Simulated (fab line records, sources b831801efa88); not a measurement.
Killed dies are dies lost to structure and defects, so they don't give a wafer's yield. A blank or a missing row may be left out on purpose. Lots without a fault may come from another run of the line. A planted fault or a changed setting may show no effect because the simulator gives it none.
Tool commonality check | flow sky130 | 13 lots, 39 wafers sampled

WHY IT WAS OPENED
At SKY_LDD_P_TW_MEAS_11 the reading LDD_P_TW is flagged on 1 of 13 lots. Wafers without a fault read 637, standard deviation 8.9.
Rule: a lot is flagged when every wafer of it that has a number lies more than 4 standard deviations from that mean, or none has a number. The other lots count as sound.

lot  | measured     | on            | LDD_P_TW, wafer by wafer | flag
L918 | day 20 03:01 | film_metro-02 | 650 650 648              |
L919 | day 20 07:47 | film_metro-02 | 650 650 648              |
L920 | day 20 15:49 | film_metro-02 | 652 649 655              |
L921 | day 21 07:55 | film_metro-01 | 633 635 628              |
L922 | day 21 13:27 | film_metro-01 | 30 30 30                 | FLAGGED
L931 | day 24 18:20 | film_metro-01 | 633 630 631              |
L933 | day 25 12:09 | film_metro-01 | 633 632 630              |
L934 | day 25 13:45 | film_metro-01 | 633 629 630              |
L936 | day 26 01:27 | film_metro-03 | 631 631 635              |
L937 | day 26 16:58 | film_metro-02 | 647 649 646              |
L939 | day 27 12:39 | film_metro-02 | 647 648 652              |
L940 | day 27 15:22 | film_metro-03 | 630 628 627              |
L941 | day 28 02:43 | film_metro-03 | 631 633 633              |
The numbers of the flagged lots are 30 on average: -607 against the usual, or -68 standard deviations.

WHICH TOOL RAN EACH LOT
The record holds 1 process step before the reading, out of a route of 708 steps. In each cell: the tool, then ch and the chambers that the sampled wafers went through, then the start.
lot  | flag    | SKY_LDD_P_EXPOSE_04
L918 |         | iline_stepper-01 ch 0, day 19 11:37
L919 |         | iline_stepper-01 ch 0, day 19 16:33
L920 |         | iline_stepper-01 ch 0, day 20 00:20
L921 |         | iline_stepper-01 ch 0, day 20 16:01
L922 | FLAGGED | iline_stepper-01 ch 0, day 20 22:16
L931 |         | iline_stepper-02 ch 0, day 24 02:41
L933 |         | iline_stepper-01 ch 0, day 24 21:32
L934 |         | iline_stepper-01 ch 0, day 24 23:58
L936 |         | iline_stepper-01 ch 0, day 25 10:12
L937 |         | iline_stepper-01 ch 0, day 26 01:17
L939 |         | iline_stepper-01 ch 0, day 26 21:16
L940 |         | iline_stepper-01 ch 0, day 26 23:40
L941 |         | iline_stepper-01 ch 0, day 27 11:22
What these steps do:
- SKY_LDD_P_EXPOSE_04: exposes mask PSDM, target cd 380 nm.
- SKY_LDD_P_TW_MEAS_11

FLAGGED OVER TOTAL, TOOL BY TOOL (the gauges that took the reading come last)
step                 | tool             | lots run | flagged | share of the flagged lots | sound lots run after its first flagged lot
SKY_LDD_P_EXPOSE_04  | iline_stepper-01 | 12       | 1       | all                       | 7 (L933,L934,L936,L937,L939,L940,L941)
SKY_LDD_P_EXPOSE_04  | iline_stepper-02 | 1        | 0       | none                      | -
SKY_LDD_P_TW_MEAS_11 | film_metro-01    | 5        | 1       | all                       | 3 (L931,L933,L934)
SKY_LDD_P_TW_MEAS_11 | film_metro-02    | 5        | 0       | none                      | -
SKY_LDD_P_TW_MEAS_11 | film_metro-03    | 3        | 0       | none                      | -

WHAT THE TABLE ALLOWS
2 rows of the table ran every flagged lot: iline_stepper-01 at SKY_LDD_P_EXPOSE_04, film_metro-01 at SKY_LDD_P_TW_MEAS_11.
- iline_stepper-01 at SKY_LDD_P_EXPOSE_04: 1 of its 12 lots flagged. Sound lots ran on it after the first flagged one (L933, L934, L936, L937, L939, L940, L941), which a lasting fault on the whole tool wouldn't allow.
- film_metro-01 at SKY_LDD_P_TW_MEAS_11: 1 of its 5 lots flagged. Sound lots ran on it after the first flagged one (L931, L933, L934), which a lasting fault on the whole tool wouldn't allow.
No row of the table ran every flagged lot and no sound lot after the first.

WHAT THE SIMULATOR HAD PUT IN
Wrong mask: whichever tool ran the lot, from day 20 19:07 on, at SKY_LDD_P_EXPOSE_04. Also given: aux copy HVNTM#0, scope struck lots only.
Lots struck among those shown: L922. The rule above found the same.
